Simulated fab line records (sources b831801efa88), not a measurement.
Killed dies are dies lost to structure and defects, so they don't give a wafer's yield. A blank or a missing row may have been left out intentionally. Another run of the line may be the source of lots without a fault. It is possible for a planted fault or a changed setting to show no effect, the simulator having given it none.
What tool caused it? | flow gf180mcu | Sampling: 6 lots, 18 wafers, 3 of 602 route steps

WHAT EACH GAUGE READ, for each wafer
GF_V1_THK_MEAS_25: measures by xrf.
lot  | measured     | on            | V1_W_THK (nm)
L820 | day 19 06:12 | film_metro-01 | 339 345 346
L822 | day 20 02:01 | film_metro-01 | 336 341 341
L826 | day 21 08:06 | film_metro-02 | 342 337 339
L829 | day 22 07:17 | film_metro-01 | 335 336 337
L838 | day 25 06:38 | film_metro-01 | 346 345 348
L840 | day 26 08:42 | film_metro-01 | 341 337 340

TOOL THAT RAN EACH LOT (tool first, then ch and the chambers of the sampled wafers, then the start)
lot  | GF_HV_LDD_IMPLANT_48            | GF_M1_STRIP_17
L820 | implanter-03 ch 0, day 13 06:32 | plasma_asher-04 ch 0, day 18 03:50
L822 | implanter-04 ch 0, day 13 21:34 | plasma_asher-03 ch 0,1, day 18 22:37
L826 | implanter-04 ch 0, day 15 01:50 | plasma_asher-04 ch 0,1, day 20 05:31
L829 | implanter-03 ch 0, day 15 23:50 | plasma_asher-03 ch 0,1, day 21 05:17
L838 | implanter-02 ch 0, day 19 00:11 | plasma_asher-04 ch 0,1, day 24 05:47
L840 | implanter-02 ch 0, day 20 06:08 | plasma_asher-04 ch 0,1, day 25 08:44
- GF_HV_LDD_IMPLANT_48
- GF_M1_STRIP_17: strips in O2/N2.

THE ANSWER, worked out from the rows above alone
Rule: the lots themselves supply what counts as usual. Put in order of their means at a reading, lots are off if they are a third of the lots or fewer, leave a main group of 4 or more, and stand apart from it by a gap of 3 or more times the standard deviation of the main group's means; of several such gaps the widest counts. The tables above print the reading to a certain number of digits; a main group whose means all agree to those digits is not used. Also off: a lot with no number at a reading for which 4 or more lots have one. Where the step has rows for the other lots, those lots are counted as sound.
Across all readings shown, no lot is off: no conclusion can be drawn from this.

WHAT THE SIMULATOR HAD INSERTED
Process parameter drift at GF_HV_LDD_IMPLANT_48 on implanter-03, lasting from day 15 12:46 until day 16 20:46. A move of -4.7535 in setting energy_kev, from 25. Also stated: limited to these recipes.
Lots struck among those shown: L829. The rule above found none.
